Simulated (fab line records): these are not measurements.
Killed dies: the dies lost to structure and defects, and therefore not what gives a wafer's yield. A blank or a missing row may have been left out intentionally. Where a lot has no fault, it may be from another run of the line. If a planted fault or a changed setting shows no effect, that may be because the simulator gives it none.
Which tool was responsible? + flow sfqLine + Sampling: 10 lots, 30 wafers, 3 of 325 route steps

WHAT THE GAUGES READ, wafer by wafer
SFQ_I6_BOW_MEAS_941.
| lot  | measured     | on           | I6_BOW (um) |
|------|--------------|--------------|-------------|
| L143 | day 74 14:01 | filmMetro-02 | 2 -1 6      |
| L144 | day 74 20:01 | filmMetro-04 | -6 4 -8     |
| L145 | day 79 02:11 | filmMetro-01 | -2 14 17    |
| L146 | day 79 05:11 | filmMetro-02 | 17 7 -3     |
| L147 | day 79 05:15 | filmMetro-04 | -1 -9 5     |
| L148 | day 79 08:37 | filmMetro-01 | -1 6 -19    |
| L151 | day 79 15:17 | filmMetro-02 | 1 3 13      |
| L152 | day 79 16:59 | filmMetro-01 | 6 7 -6      |
| L153 | day 79 19:23 | filmMetro-04 | -10 -12 -14 |
| L154 | day 79 22:23 | filmMetro-04 | 1 -3 14     |

WHAT TOOL EACH LOT RAN ON (gives the tool, then ch and the chambers of the sampled wafers, and finally the start)
| lot  | SFQ_TRILAYER_M5_STRIP_STRIP_127  | SFQ_TRILAYER_C5_STRIP_STRIP_155  |
|------|----------------------------------|----------------------------------|
| L143 | rieMetal-03 ch 0,1, day 65 04:09 | rieMetal-02 ch 0,1, day 74 00:28 |
| L144 | rieMetal-03 ch 0,1, day 65 16:01 | rieMetal-01 ch 1, day 74 02:07   |
| L145 | rieMetal-01 ch 0,1, day 70 01:41 | rieMetal-02 ch 0,1, day 74 19:46 |
| L146 | rieMetal-03 ch 0,1, day 70 02:53 | rieMetal-04 ch 0,1, day 74 20:53 |
| L147 | rieMetal-01 ch 0,1, day 70 05:17 | rieMetal-04 ch 0, day 74 23:22   |
| L148 | rieMetal-03 ch 0,1, day 70 07:41 | rieMetal-02 ch 0,1, day 75 03:38 |
| L151 | rieMetal-02 ch 0,1, day 70 14:53 | rieMetal-02 ch 0, day 75 11:02   |
| L152 | rieMetal-01 ch 0,1, day 70 16:05 | rieMetal-04 ch 0,1, day 75 13:17 |
| L153 | rieMetal-03 ch 0,1, day 70 17:17 | rieMetal-01 ch 0,1, day 75 15:38 |
| L154 | rieMetal-02 ch 0,1, day 70 18:29 | rieMetal-04 ch 0,1, day 75 18:02 |
- SFQ_TRILAYER_M5_STRIP_STRIP_127: strips in O2.
- SFQ_TRILAYER_C5_STRIP_STRIP_155: strips in O2.

THE ANSWER, worked out from the rows above alone
Rule: usual is defined by the lots themselves. Put in order of their means at a reading, lots are off if they are a third of the lots or fewer, leave a main group of 4 or more, and stand apart from it by a gap of 3 or more times the standard deviation of the main group's means; of several such gaps the widest counts. The tables above print the reading to a certain number of digits; a main group whose means all agree to those digits is not used. Also off: a lot with no number at a reading for which 4 or more lots have one. All remaining lots with rows at the step are treated as sound.
Nothing can be told from this: no lot is off at any reading shown.

WHAT WAS PUT IN BY THE SIMULATOR
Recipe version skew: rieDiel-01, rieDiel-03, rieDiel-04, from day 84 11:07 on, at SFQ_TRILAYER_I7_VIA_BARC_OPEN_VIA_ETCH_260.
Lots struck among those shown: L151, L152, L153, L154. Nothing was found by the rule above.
